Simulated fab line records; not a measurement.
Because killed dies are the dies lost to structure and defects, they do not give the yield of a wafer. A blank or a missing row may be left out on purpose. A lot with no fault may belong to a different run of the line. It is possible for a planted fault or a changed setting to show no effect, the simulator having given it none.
Struck lot and sound lot, side by side / flow sky130 / 26 steps out of a route of 708
Sound: wafers L329.2, L329.3, L329.4. The struck wafers were L337.1, L337.4, L337.5. The cause is given at the end.
For every step that has rows: the tool of each side, followed by ch and its chambers, followed by its first start. Under that, the readings that differ: sound wafers / struck wafers / difference of the means / sigmas: that difference in standard deviations of wafers without a fault.
alike: words and numbers the same on both sides, and readings whose means are apart by under 2 such deviations; not compared: readings that were withheld, readings missing a value for some wafer, numbers with overlapping values and no deviation given by the record, and bounds like >300 which may hide the same value.
Wherever a step has rows on one side only, a row that says differs or no value, or a row with sigmas, the two part there. When numbers do not overlap yet have no deviation, they are printed without sigmas and do not part them. Lack of a reading on every wafer of one side parts them only where that side has two or more wafers.

first, 1 step without rows for these wafers: SKY_VT_ADJUST_HVTP_IMPLANT_09.
SKY_VT_ADJUST_HVTP_STRIP_10: strips in O2/N2.
  sound on plasma asher-02 ch 0,1, day 6 14:05; struck on plasma asher-03 ch 0,1, day 8 21:42
  alike: chamber pressure mTorr, drypump motor current A, oes product au, strip time to endpoint s
  not compared: rf hours counter h
SKY_VT_ADJUST_HVTP_TW_MEAS_11:
  struck on film metro-04, day 8 21:48; sound on film metro-04, day 6 14:11
  alike: VT_ADJUST_HVTP_TW
then, 7 steps without rows for these wafers: SKY_VT_ADJUST_LVTN_DEHYDRATE_00 (time 60 s); SKY_VT_ADJUST_LVTN_HMDS_01 (prime time 60 s); SKY_VT_ADJUST_LVTN_COAT_02 (resist thk 3000 nm); SKY_VT_ADJUST_LVTN_SOFTBAKE_03; SKY_VT_ADJUST_LVTN_EXPOSE_04 (exposes mask NWM COMPLEMENT LESS NATIVE, target cd 840 nm); SKY_VT_ADJUST_LVTN_PEB_05; SKY_VT_ADJUST_LVTN_DEVELOP_06 (develop time 60 s).
SKY_VT_ADJUST_LVTN_OVL_MEAS_07:
  struck on overlay-02, day 9 19:34; sound on overlay-02, day 7 09:21
  alike: VT_ADJUST_LVTN_OVL
then, 1 step without rows for these wafers: SKY_VT_ADJUST_LVTN_IMPLANT_08.
SKY_VT_ADJUST_LVTN_STRIP_09: strips in O2/N2.
  sound on plasma asher-04 ch 0,1, day 7 09:32; struck on plasma asher-01 ch 0,1, day 9 19:45
  no value came back on the struck wafers for chamber pressure mTorr (mTorr), drypump motor current A (A), oes product au (a.u.), strip time to endpoint s (s); on the sound wafers chamber pressure mTorr (mTorr) reads 1497.6 1502.8 1501.4
reading=model.coat_of_VT_ADJUST_LVTN_COAT_02.thk nm (nm); sound=0 0 0; struck=3001 2999 3004; difference=+3001; sigmas=
  not compared: rf hours counter h
SKY_VT_ADJUST_LVTN_TW_MEAS_10:
  struck on film metro-02, day 9 19:51; sound on film metro-03, day 7 09:38
  alike: VT_ADJUST_LVTN_TW
then, 7 steps without rows for these wafers: SKY_VT_ADJUST_LVTN_DEHYDRATE_11 (time 60 s); SKY_VT_ADJUST_LVTN_HMDS_12 (prime time 60 s); SKY_VT_ADJUST_LVTN_COAT_13 (resist thk 1140 nm); SKY_VT_ADJUST_LVTN_SOFTBAKE_14 (time 60 s); SKY_VT_ADJUST_LVTN_EXPOSE_15 (exposes mask HVN STD DERIVED, target cd 600 nm); SKY_VT_ADJUST_LVTN_PEB_16; SKY_VT_ADJUST_LVTN_DEVELOP_17 (develop time 60 s).
SKY_VT_ADJUST_LVTN_OVL_MEAS_18:
  struck on overlay-02, day 10 18:11; sound on overlay-01, day 8 04:30
  alike: VT_ADJUST_LVTN_01_OVL
then, 1 step without rows for these wafers: SKY_VT_ADJUST_LVTN_IMPLANT_19.
SKY_VT_ADJUST_LVTN_STRIP_20: strips in O2/N2.
  sound on plasma asher-01 ch 0,1, day 8 04:41; struck on plasma asher-01 ch 0,1, day 10 18:23
reading=oes product au (a.u.); sound=0.725 0.715 0.709; struck=0.732 0.727 0.738; difference=+0.016; sigmas=+4
reading=strip time to endpoint s (s); sound=14.14 14.15 14.15; struck=58.79 58.73 58.82; difference=+44.63; sigmas=+99 or more
  alike: chamber pressure mTorr, drypump motor current A
  not compared: rf hours counter h
SKY_VT_ADJUST_LVTN_TW_MEAS_21:
  struck on film metro-02, day 10 18:29; sound on film metro-02, day 8 04:47
reading=VT_ADJUST_LVTN_2_TW; sound=187.2 187.4 187.6; struck=29.6 29.6 29.5; difference=-157.8; sigmas=-99 or more
then, 1 step without rows for these wafers: SKY_VT_ADJUST_NCORE_DEHYDRATE_00 (time 60 s).

WHERE THEY PART
First at SKY_VT_ADJUST_LVTN_STRIP_09; last, within this record, at SKY_VT_ADJUST_LVTN_TW_MEAS_21.

WHY: whatever the simulator had introduced
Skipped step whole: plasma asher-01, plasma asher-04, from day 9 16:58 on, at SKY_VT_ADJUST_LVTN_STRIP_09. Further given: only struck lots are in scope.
